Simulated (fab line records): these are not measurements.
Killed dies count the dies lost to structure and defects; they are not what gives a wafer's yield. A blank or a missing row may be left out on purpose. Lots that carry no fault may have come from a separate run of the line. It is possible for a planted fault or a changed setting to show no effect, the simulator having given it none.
Comparing a struck lot with a sound one	flow sfq_line	19 out of 325 route steps
Sound: wafers L794.2, L794.5, L794.6. Wafers L796.1, L796.3, L796.4 were the ones struck. Last of all comes the cause.
For every step that has rows: the tool of each side, followed by ch and its chambers, followed by its first start. Under that, the readings that differ: sound wafers	struck wafers	difference of the means	sigmas: that difference in standard deviations of wafers without a fault.
alike: readings whose means differ by less than 2 such deviations, and words and numbers that are the same on both sides. not compared: withheld readings, readings that some wafer has no value for, bounds like >300 that may hide the same value, and numbers for which the record gives no deviation and whose values overlap.
The two part at a step that has a row with sigmas, a row that says differs or no value, or rows on one side only. When numbers do not overlap yet have no deviation, they are printed without sigmas and do not part them. A reading missing from all wafers of one side parts the sides only when that side holds two or more wafers.

SFQ_M2_OVL_MEAS_916:
  sound: overlay-01 at day 23 11:17; struck: overlay-02 at day 24 07:41
  alike: M2_OVL
then, 2 steps without rows for these wafers: SFQ_TRILAYER_M2_BARC_OPEN_METAL_ETCH_077 (etches BARC in O2, target depth 125 nm, time 41.7 s); SFQ_TRILAYER_M2_ETCH_METAL_ETCH_060 (etches Nb in Cl2/Ar, stops on SiO2, target depth 240 nm, time 120 s).
SFQ_TRILAYER_M2_STRIP_STRIP_061: strips in O2.
  sound on rie_metal-04 ch 0,1, day 23 11:30; struck on rie_metal-01 ch 0,1, day 24 07:54
  alike: drypump_motor_current_A, oes_product_au
  not compared: rf_hours_counter_h
then, 1 step without rows for these wafers: SFQ_TRILAYER_M2_STRIP_SOLV_CLEAN_062 (cleans in NMP, time 600 s).
SFQ_TRILAYER_I2_DEP_PECVD_063: deposits SiO2 from SiH4/N2O, time 111.11 s, target thk 500 nm.
  sound on pecvd-01 ch 0,2, day 23 12:17; struck on pecvd-03 ch 0,1,2, day 24 08:41
  alike: heater_power_w, throttle_valve_pct
SFQ_TRILAYER_I2_CMP_CMP_064: polishes SiO2.
  sound on cmp-02 ch 0,3, day 24 00:38; struck on cmp-01 ch 0,2,3, day 25 05:42
  alike: motor_current_A, platen_rpm, slurry_flow_ml_min, time_to_endpoint_s
SFQ_I2_BOW_MEAS_917:
  sound: film_metro-02 at day 24 03:10; struck: film_metro-02 at day 25 08:12
  alike: I2_BOW
SFQ_TRILAYER_I2_METRO_MEASURE_065:
  sound: film_metro-02 at day 24 03:28; struck: film_metro-02 at day 25 08:19
  alike: thk_nm
then, 3 steps without rows for these wafers: SFQ_TRILAYER_I2_VIA_LITHO_COAT_072 (resist thk 62 nm); SFQ_TRILAYER_I2_VIA_LITHO_COAT_067 (resist thk 650 nm); SFQ_TRILAYER_I2_VIA_LITHO_SOFTBAKE_071.
SFQ_TRILAYER_I2_VIA_LITHO_EXPOSE_068: exposes mask I2, target cd 500 nm.
  sound on krf_scanner-02 ch 0, day 24 11:20; struck on krf_scanner-01 ch 0, day 26 01:29
  alike: mask
then, 2 steps without rows for these wafers: SFQ_TRILAYER_I2_VIA_LITHO_PEB_070 (peb time 60 s); SFQ_TRILAYER_I2_VIA_LITHO_DEVELOP_069 (time 60 s).
SFQ_I2_OVL_MEAS_918:
  sound: overlay-01 at day 24 12:38; struck: overlay-02 at day 26 02:59
  alike: I2_OVL
SFQ_TRILAYER_I2_VIA_BARC_OPEN_VIA_ETCH_096: etches BARC in O2, target depth 125 nm, time 41.7 s.
  sound on rie_diel-01 ch 0,1, day 24 12:40; struck on rie_diel-03 ch 1,3, day 26 03:02
reading	sound	struck	difference	sigmas
model.I2.cd_nm (nm)	500.8 501.1 502.3	513.1 513.2 512	+11.4	
  alike: drypump_motor_current_A, oes_product_au
  not compared: rf_hours_counter_h
SFQ_TRILAYER_I2_VIA_ETCH_VIA_ETCH_070: etches SiO2 in CHF3, stops on Nb, target depth 260 nm.
  sound on rie_diel-01 ch 0,1, day 24 12:43; struck on rie_diel-03 ch 1,3, day 26 03:04
reading	sound	struck	difference	sigmas
model.I2.cd_nm (nm)	500.5 502 501.8	512.6 512.7 512.5	+11.2	
  alike: drypump_motor_current_A, oes_product_au
SFQ_TRILAYER_I2_VIA_STRIP_STRIP_071: strips in O2.
  sound on rie_metal-02 ch 0,1, day 24 12:50; struck on rie_metal-04 ch 1, day 26 03:11
  alike: drypump_motor_current_A, oes_product_au
  not compared: rf_hours_counter_h

## WHERE THEY PART
Nowhere in this record.

WHY: the cause the simulator had injected
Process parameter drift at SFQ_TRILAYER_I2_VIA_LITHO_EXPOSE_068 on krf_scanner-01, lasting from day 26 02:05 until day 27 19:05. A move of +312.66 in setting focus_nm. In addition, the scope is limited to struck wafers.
